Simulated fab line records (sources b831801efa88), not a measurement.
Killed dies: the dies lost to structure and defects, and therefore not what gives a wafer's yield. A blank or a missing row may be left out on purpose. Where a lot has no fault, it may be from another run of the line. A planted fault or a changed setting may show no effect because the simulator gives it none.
What tool caused it?	flow sky130	24 lots with 72 wafers sampled at 5 steps, on a route of 708 steps

## WHAT EACH GAUGE READ, for each wafer
SKY_VIA2_THK_MEAS_23: measures by xrf. Usual: for VIA2_W_THK the level is 435 nm and the standard deviation is 9.7.
lot	measured	on	VIA2_W_THK (nm)	flag
L074	day 36 16:26	filmMetro-04	433 436 435	
L075	day 37 00:16	filmMetro-03	433 441 437	
L076	day 37 03:47	filmMetro-03	447 443 441	
L077	day 37 13:40	filmMetro-04	428 436 435	
L079	day 38 10:43	filmMetro-04	433 428 427	
L080	day 38 12:13	filmMetro-03	427 432 435	
L078	day 38 12:52	filmMetro-03	446 441 447	
L081	day 39 06:11	filmMetro-03	427 426 427	
L082	day 39 15:03	filmMetro-04	432 427 433	
L083	day 39 16:51	filmMetro-03	431 430 429	
L084	day 39 21:09	filmMetro-03	441 438 445	
L085	day 40 01:11	filmMetro-03	427 434 438	
L086	day 40 09:13	filmMetro-04	447 448 444	
L087	day 40 14:37	filmMetro-04	431 426 432	
L088	day 41 01:17	filmMetro-04	416 419 414	
L089	day 41 08:21	filmMetro-03	452 449 450	
L090	day 41 21:37	filmMetro-03	455 453 452	
L092	day 42 01:41	filmMetro-04	423 421 425	
L091	day 42 03:37	filmMetro-01	441 449 436	
L093	day 42 10:23	filmMetro-01	420 423 421	
L094	day 42 12:58	filmMetro-01	426 425 423	
L095	day 42 19:26	filmMetro-01	435 439 447	
L096	day 43 04:08	filmMetro-03	437 435 432	
L097	day 43 09:49	filmMetro-03	455 451 450	

## EACH LOT AND THE TOOL THAT RAN IT (in order: tool; ch and the chambers of the sampled wafers; start)
lot	SKY_VIA1_CMP_24	SKY_METAL2_SPUTTER_03	SKY_METAL2_DESCUM_17	SKY_VIA2_STRIP_16
L074	cmp-01 ch 0,2,3, day 34 09:07	pvdSputter-04, day 34 09:27	rieMetal-03 ch 0,1, day 35 12:10	plasmaAsher-01 ch 0, day 36 15:32
L075	cmp-02 ch 0,2,3, day 34 15:42	pvdSputter-04, day 34 15:58	rieMetal-02 ch 0, day 35 18:53	plasmaAsher-02 ch 0,1, day 36 23:22
L076	cmp-01 ch 1,2,3, day 34 19:47	pvdSputter-02, day 34 20:10	rieMetal-03 ch 0,1, day 35 23:28	plasmaAsher-03 ch 0,1, day 37 02:53
L077	cmp-01 ch 0,2,3, day 35 06:28	pvdSputter-04, day 35 06:47	rieMetal-01 ch 1, day 36 09:40	plasmaAsher-03 ch 0,1, day 37 12:46
L079	cmp-02 ch 0,3, day 36 03:19	pvdSputter-02, day 36 03:41	rieMetal-03 ch 1, day 37 05:47	plasmaAsher-02 ch 0,1, day 38 09:49
L080	cmp-02 ch 2,3, day 36 04:20	pvdSputter-03, day 36 04:43	rieMetal-01 ch 1, day 37 07:22	plasmaAsher-03 ch 0,1, day 38 11:17
L078	cmp-02 ch 0,3, day 36 05:40	pvdSputter-04, day 36 06:02	rieMetal-02 ch 0,1, day 37 08:25	plasmaAsher-03 ch 0,1, day 38 11:56
L081	cmp-02 ch 0,1,3, day 36 22:40	pvdSputter-03, day 36 22:59	rieMetal-02 ch 1, day 38 01:53	plasmaAsher-01 ch 0,1, day 39 05:17
L082	cmp-01 ch 0,1,2, day 37 09:59	pvdSputter-04, day 37 10:22	rieMetal-01 ch 0,1, day 38 12:59	plasmaAsher-01 ch 0,1, day 39 14:08
L083	cmp-01 ch 0,1,2, day 37 11:13	pvdSputter-03, day 37 11:32	rieMetal-03 ch 0,1, day 38 13:52	plasmaAsher-03 ch 0,1, day 39 15:56
L084	cmp-01 ch 1,2,3, day 37 14:37	pvdSputter-04, day 37 14:59	rieMetal-03 ch 0,1, day 38 17:16	plasmaAsher-01 ch 0,1, day 39 20:14
L085	cmp-02 ch 2,3, day 37 19:46	pvdSputter-03, day 37 20:05	rieMetal-03 ch 0, day 38 22:05	plasmaAsher-03 ch 0,1, day 40 00:17
L086	cmp-01 ch 0,1, day 38 03:58	pvdSputter-03, day 38 04:21	rieMetal-01 ch 1, day 39 06:08	plasmaAsher-01 ch 0,1, day 40 08:17
L087	cmp-02 ch 0,1,3, day 38 10:25	pvdSputter-02, day 38 10:47	rieMetal-03 ch 0,1, day 39 11:34	plasmaAsher-02 ch 0,1, day 40 13:43
L088	cmp-01 ch 0,1,2, day 38 21:24	pvdSputter-03, day 38 21:46	rieMetal-02 ch 1, day 39 22:24	plasmaAsher-01 ch 0,1, day 41 00:20
L089	cmp-02 ch 1,2, day 39 03:37	pvdSputter-02, day 39 03:59	rieMetal-03 ch 0,1, day 40 04:47	plasmaAsher-01 ch 0,1, day 41 07:26
L090	cmp-01 ch 1,2,3, day 39 18:10	pvdSputter-04, day 39 18:29	rieMetal-01 ch 0, day 40 19:16	plasmaAsher-02 ch 0,1, day 41 20:43
L092	cmp-01 ch 1,2, day 39 22:14	pvdSputter-03, day 39 22:36	rieMetal-02 ch 0,1, day 40 23:01	plasmaAsher-01 ch 0,1, day 42 00:44
L091	cmp-02 ch 1,3, day 40 00:04	pvdSputter-02, day 40 00:23	rieMetal-03 ch 0,1, day 41 01:04	plasmaAsher-03 ch 1, day 42 02:43
L093	cmp-02 ch 0,1, day 40 07:07	pvdSputter-03, day 40 07:26	rieMetal-01 ch 0,1, day 41 08:01	plasmaAsher-02 ch 0,1, day 42 09:29
L094	cmp-02 ch 2,3, day 40 10:19	pvdSputter-04, day 40 10:38	rieMetal-01 ch 0, day 41 10:38	plasmaAsher-02 ch 0, day 42 12:04
L095	cmp-02 ch 0,1,3, day 40 16:05	pvdSputter-04, day 40 16:27	rieMetal-03 ch 0, day 41 16:44	plasmaAsher-01 ch 0,1, day 42 18:32
L096	cmp-02 ch 0,1,3, day 41 01:29	pvdSputter-02, day 41 01:46	rieMetal-03 ch 0,1, day 42 02:22	plasmaAsher-02 ch 0,1, day 43 03:14
L097	cmp-01 ch 1,2, day 41 07:31	pvdSputter-02, day 41 07:53	rieMetal-03 ch 0,1, day 42 07:58	plasmaAsher-01 ch 0,1, day 43 08:53
- SKY_VIA1_CMP_24: polishes, stops on SiO2, t overpolish 15 s, target thk 0 nm.
- SKY_METAL2_SPUTTER_03: material Ti, target thk 5 nm, time 3.3 s.
- SKY_METAL2_DESCUM_17: chemistry O2, time 8 s.
- SKY_VIA2_STRIP_16: strips in O2/N2.

## WHAT THE TOOLS THEMSELVES READ (means of the sampled wafers that have a number; where no wafer has one, the mark that the record gives instead)
SKY_VIA1_CMP_24. Usual: motorCurrentA 11.7 A, standard deviation 1.1; overpolishRunS 14.999 s, standard deviation 0.0088; timeToEndpointS 66.6 s, standard deviation 2.8.
lot	tool	motorCurrentA (A)	overpolishRunS (s)	timeToEndpointS (s)	flag
L074	cmp-01	11.8	14.993	68.6	
L075	cmp-02	11.8	14.996	69.2	
L076	cmp-01	12.3	15.006	64.1	
L077	cmp-01	11.5	15.003	66.1	
L079	cmp-02	12.1	15.006	65.5	
L080	cmp-02	11.8	14.999	65.0	
L078	cmp-02	12.1	15.000	64.8	
L081	cmp-02	11.7	15.002	66.2	
L082	cmp-01	12.4	14.996	68.6	
L083	cmp-01	12.5	14.999	65.0	
L084	cmp-01	12.4	14.982	66.2	
L085	cmp-02	11.1	14.995	65.1	
L086	cmp-01	13.0	14.996	65.6	
L087	cmp-02	11.4	15.011	66.6	
L088	cmp-01	12.0	15.001	66.8	
L089	cmp-02	10.2	14.992	71.2	
L090	cmp-01	12.1	14.997	66.2	
L092	cmp-01	12.3	14.993	63.3	
L091	cmp-02	11.2	14.999	69.6	
L093	cmp-02	11.1	14.994	69.4	
L094	cmp-02	11.2	15.005	66.9	
L095	cmp-02	11.5	14.995	66.5	
L096	cmp-02	11.2	15.005	64.1	
L097	cmp-01	11.9	14.996	65.4	

SKY_METAL2_SPUTTER_03. Usual: cathodeDcPowerW 3000.0 W, standard deviation 0.55; throttleValvePct 29.9 %, standard deviation 1.1.
lot	tool	cathodeDcPowerW (W)	throttleValvePct (%)	flag
L074	pvdSputter-04	3000.1	28.7	
L075	pvdSputter-04	2999.9	30.0	
L076	pvdSputter-02	3000.0	30.7	
L077	pvdSputter-04	2999.5	29.2	
L079	pvdSputter-02	2999.9	30.1	
L080	pvdSputter-03	2999.9	29.5	
L078	pvdSputter-04	2999.8	28.6	
L081	pvdSputter-03	3000.3	30.2	
L082	pvdSputter-04	2999.8	29.8	
L083	pvdSputter-03	2999.8	29.9	
L084	pvdSputter-04	3000.2	29.8	
L085	pvdSputter-03	2999.6	30.6	
L086	pvdSputter-03	2999.6	30.4	
L087	pvdSputter-02	3000.2	29.2	
L088	pvdSputter-03	2999.8	30.3	
L089	pvdSputter-02	3000.3	30.0	
L090	pvdSputter-04	3000.2	28.5	
L092	pvdSputter-03	2999.2	30.9	
L091	pvdSputter-02	2999.8	30.2	
L093	pvdSputter-03	3000.0	30.0	
L094	pvdSputter-04	3000.5	29.3	
L095	pvdSputter-04	2999.5	29.1	
L096	pvdSputter-02	2999.9	31.5	
L097	pvdSputter-02	3000.3	31.3	

SKY_METAL2_DESCUM_17. Usual: drypumpMotorCurrentA 5.99 A, standard deviation 0.26; oesProductAu 1.002 a.u., standard deviation 0.0092.
lot	tool	drypumpMotorCurrentA (A)	oesProductAu (a.u.)	flag
L074	rieMetal-03	6.12	0.999	
L075	rieMetal-02	5.63	0.987	
L076	rieMetal-03	6.17	1.003	
L077	rieMetal-01	5.67	1.013	
L079	rieMetal-03	6.11	0.997	
L080	rieMetal-01	5.62	1.000	
L078	rieMetal-02	6.10	0.995	
L081	rieMetal-02	6.36	1.003	
L082	rieMetal-01	5.75	1.000	
L083	rieMetal-03	6.13	1.004	
L084	rieMetal-03	6.12	1.000	
L085	rieMetal-03	6.21	1.002	
L086	rieMetal-01	5.64	1.014	
L087	rieMetal-03	6.17	1.017	
L088	rieMetal-02	6.36	1.005	
L089	rieMetal-03	6.16	1.004	
L090	rieMetal-01	5.79	1.004	
L092	rieMetal-02	6.10	0.999	
L091	rieMetal-03	6.14	0.997	
L093	rieMetal-01	5.74	1.003	
L094	rieMetal-01	5.79	1.004	
L095	rieMetal-03	6.18	1.010	
L096	rieMetal-03	6.16	0.997	
L097	rieMetal-03	6.16	0.998	

SKY_VIA2_STRIP_16. Usual: drypumpMotorCurrentA 5.9 A, standard deviation 0.41; oesProductAu 0.399 a.u., standard deviation 0.0044; stripTimeToEndpointS 4.045 s, standard deviation 0.027.
lot	tool	drypumpMotorCurrentA (A)	oesProductAu (a.u.)	stripTimeToEndpointS (s)	flag
L074	plasmaAsher-01	6.3	0.397	4.042	
L075	plasmaAsher-02	6.0	0.393	4.035	
L076	plasmaAsher-03	6.0	0.400	4.056	
L077	plasmaAsher-03	6.0	0.402	4.051	
L079	plasmaAsher-02	5.9	0.397	4.067	
L080	plasmaAsher-03	6.0	0.399	4.067	
L078	plasmaAsher-03	6.0	0.403	4.044	
L081	plasmaAsher-01	5.9	0.398	4.009	
L082	plasmaAsher-01	5.9	0.401	4.009	
L083	plasmaAsher-03	6.0	0.397	4.048	
L084	plasmaAsher-01	5.6	0.400	4.066	
L085	plasmaAsher-03	6.0	0.401	3.999	
L086	plasmaAsher-01	5.9	0.402	4.052	
L087	plasmaAsher-02	5.9	0.400	4.047	
L088	plasmaAsher-01	5.6	0.400	4.081	
L089	plasmaAsher-01	5.9	0.400	4.006	
L090	plasmaAsher-02	6.1	0.400	4.029	
L092	plasmaAsher-01	5.9	0.398	4.060	
L091	plasmaAsher-03	6.1	0.399	4.040	
L093	plasmaAsher-02	5.8	0.401	4.064	
L094	plasmaAsher-02	5.7	0.402	4.091	
L095	plasmaAsher-01	5.9	0.399	4.067	
L096	plasmaAsher-02	6.0	0.403	4.036	
L097	plasmaAsher-01	5.9	0.398	4.026	

## THE ANSWER, worked out from the rows above alone
Rule: a lot is off if the mean of its wafers that have a number lies more than 3 standard deviations from the usual mean. A lot without any number at a reading at which 4 lots or more have one is off too. The other lots that the step has rows for count as sound. First the gauges in route order, then the tools' own readings, where a lot's mean is used as printed above. The first step at which some lot is off is used, and at that step the reading that is off furthest; a lot without a number counts as furthest.
Across all readings shown, no lot is off: no conclusion can be drawn from this.

## WHAT WAS PUT IN BY THE SIMULATOR
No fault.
